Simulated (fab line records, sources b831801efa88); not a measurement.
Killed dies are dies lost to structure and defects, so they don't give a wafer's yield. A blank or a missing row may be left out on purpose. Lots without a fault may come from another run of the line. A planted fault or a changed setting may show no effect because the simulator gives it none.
One fault seen from 2 desks | flow sky130 | each desk has only its own numbers; what lay behind them comes last

THE TOOL OWNER'S DESK: pvd_sputter-01
The tool's own readings at SKY_CONTACT_SPUTTER_23 (material TiN, target thk 20 nm, time 80 s): means of the sampled wafers that have a number, for each lot that ran on this tool. A lot is out of limits, marked OUT, if its mean lies more than 4 standard deviations from the usual mean; the brackets give that distance.
Columns: A = throttle_valve_pct at SKY_CONTACT_SPUTTER_23, usual 30.5 %
lot  | first seen here | A
L115 | day 34 04:05    | 29.8
L119 | day 35 09:50    | 30.4
L129 | day 38 03:45    | 30.1
L131 | day 39 03:59    | 29.9
This desk's finding: nothing out of limits on any of the 4 lots.

THE METROLOGY DESK
What the gauges read, lot by lot, whatever tool the lot ran on: means of the sampled wafers that have a number. A lot is out of limits, marked OUT, if its mean lies more than 4 standard deviations from the usual mean; the brackets give that distance.
Columns: A = VIA4_W_RS at SKY_VIA4_RS_MEAS_19, usual 0.227 ohm/sq; B = PASSIVATION_CVD_00_THK at SKY_PASSIVATION_THK_MEAS_01, usual 89.8 nm
lot  | first seen here | A     | B
L109 | day 42 23:50    | 0.225 | 89.6
L110 | day 43 16:09    | 0.227 | 89.5
L114 | day 44 21:01    | 0.229 | 89.2
L115 | day 45 00:41    | 0.224 | 90.2
L119 | day 45 23:57    | 0.231 | 91.0
L122 | day 46 20:24    | 0.227 | 90.8
L123 | day 46 22:38    | 0.228 | 89.3
L124 | day 47 05:34    | 0.233 | 90.3
L126 | day 47 12:28    | 0.224 | 88.4
L127 | day 47 17:57    | 0.230 | 90.7
L128 | day 47 21:09    | 0.228 | 89.2
L129 | day 48 05:17    | 0.228 | 88.5
L130 | day 48 22:48    | 0.221 | 89.3
L131 | day 48 23:55    | 0.226 | 88.6
This desk's finding: nothing out of limits on any of the 14 lots.

PUT TOGETHER
The tool owner's desk saw nothing out of limits.
The metrology desk saw nothing out of limits.

WHAT THE SIMULATOR HAD PUT IN
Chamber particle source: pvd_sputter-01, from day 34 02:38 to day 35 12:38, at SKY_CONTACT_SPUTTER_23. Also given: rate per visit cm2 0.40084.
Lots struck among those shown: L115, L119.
